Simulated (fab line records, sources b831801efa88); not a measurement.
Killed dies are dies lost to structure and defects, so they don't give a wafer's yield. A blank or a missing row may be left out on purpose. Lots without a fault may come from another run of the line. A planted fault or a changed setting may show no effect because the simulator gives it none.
A struck lot beside a sound one | flow sky130 | 19 steps out of a route of 708
Sound: wafers L172.1, L172.3, L172.4. Struck: wafers L162.1, L162.3, L162.6. The cause comes at the end.
At each step with rows: each side's tool, then ch and its chambers, then its first start. Under that, the readings that differ: sound wafers | struck wafers | difference of the means | sigmas: that difference in standard deviations of wafers without a fault.
alike: readings whose means differ by less than 2 such deviations, and words and numbers that are the same on both sides. not compared: withheld readings, readings that some wafer has no value for, bounds like >300 that may hide the same value, and numbers for which the record gives no deviation and whose values overlap.
The two part at a step that has a row with sigmas, a row that says differs or no value, or rows on one side only. Numbers that don't overlap but have no deviation are shown without sigmas and don't part them. A reading that every wafer of one side lacks parts them only if that side has two wafers or more.

first, 8 steps without rows for these wafers: SKY_LDD_N_IMPLANT_08; SKY_LDD_N_IMPLANT_09; SKY_LDD_N_IMPLANT_10; SKY_LDD_N_IMPLANT_11; SKY_LDD_N_IMPLANT_12; SKY_LDD_N_IMPLANT_13; SKY_LDD_N_IMPLANT_14; SKY_LDD_N_IMPLANT_15.
SKY_LDD_N_STRIP_16: strips in O2/N2.
  sound on plasma_asher-04 ch 0,1, day 24 08:13; struck on plasma_asher-01 ch 0,1, day 19 01:43
  alike: drypump_motor_current_A, o2_flow_sccm, oes_product_au, strip_time_to_endpoint_s
  not compared: rf_hours_counter_h
SKY_LDD_N_TW_MEAS_17:
  sound on film_metro-03, day 24 08:19; struck on film_metro-02, day 19 01:49
  alike: LDD_N_TW
then, 2 steps without rows for these wafers: SKY_LDD_P_DEHYDRATE_00 (time 60 s); SKY_LDD_P_HMDS_01 (prime time 60 s).
SKY_LDD_P_COAT_02: resist thk 1140 nm.
  sound on litho_track-01 ch 0, day 24 23:29; struck on litho_track-04 ch 0, day 19 17:32
  reading                                    | sound                | struck               | difference | sigmas
  spin_speed_rpm (rpm)                       | 2999.3 2997.5 2997.2 | 3034.6 3034.0 3032.6 | +35.7      | +19
  model.NOVOLAK_of_LDD_P_COAT_02.thk_nm (nm) | 1141 1137 1139       | 1133 1133 1133       | -6         |
  alike: dispense_pressure_kPa
then, 3 steps without rows for these wafers: SKY_LDD_P_SOFTBAKE_03 (time 60 s); SKY_LDD_P_EXPOSE_04 (exposes mask PSDM, target cd 380 nm); SKY_LDD_P_PEB_05.
SKY_LDD_P_DEVELOP_06: develop time 60 s.
  sound on litho_track-02 ch 0, day 25 13:52; struck on litho_track-01 ch 0, day 20 08:44
  reading                                    | sound          | struck         | difference | sigmas
  model.NOVOLAK_of_LDD_P_COAT_02.thk_nm (nm) | 1141 1137 1138 | 1132 1133 1132 | -6         |
SKY_LDD_P_CD_MEAS_07: target cd 380 nm.
  sound on cd_sem-02, day 25 14:01; struck on cd_sem-02, day 20 08:53
  alike: cd_nm
-- the record jumps here: 26 days lie between the struck wafers' starts before and after (it left off in module LDD_P and takes up again in module PAD_OPEN, whose first step shown is number 708 of the route) --
SKY_PAD_OPEN_PROBE_99:
  sound on prober-02, day 50 00:23; struck on prober-01, day 46 17:34
  alike: killed_at_M0_to_M3, killed_at_M4_up, killed_at_contacts, killed_at_front_end, killed_at_other, killed_dies, killed_on_rim, killed_open, killed_short

WHERE THEY PART
Only at SKY_LDD_P_COAT_02, within this record. Later steps at which nothing parts them and some readings are alike: SKY_LDD_P_CD_MEAS_07, SKY_PAD_OPEN_PROBE_99.

WHY: what the simulator had put in
Process parameter drift: litho_track-04, from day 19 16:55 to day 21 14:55, at SKY_LDD_P_COAT_02. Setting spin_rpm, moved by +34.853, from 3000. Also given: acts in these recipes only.
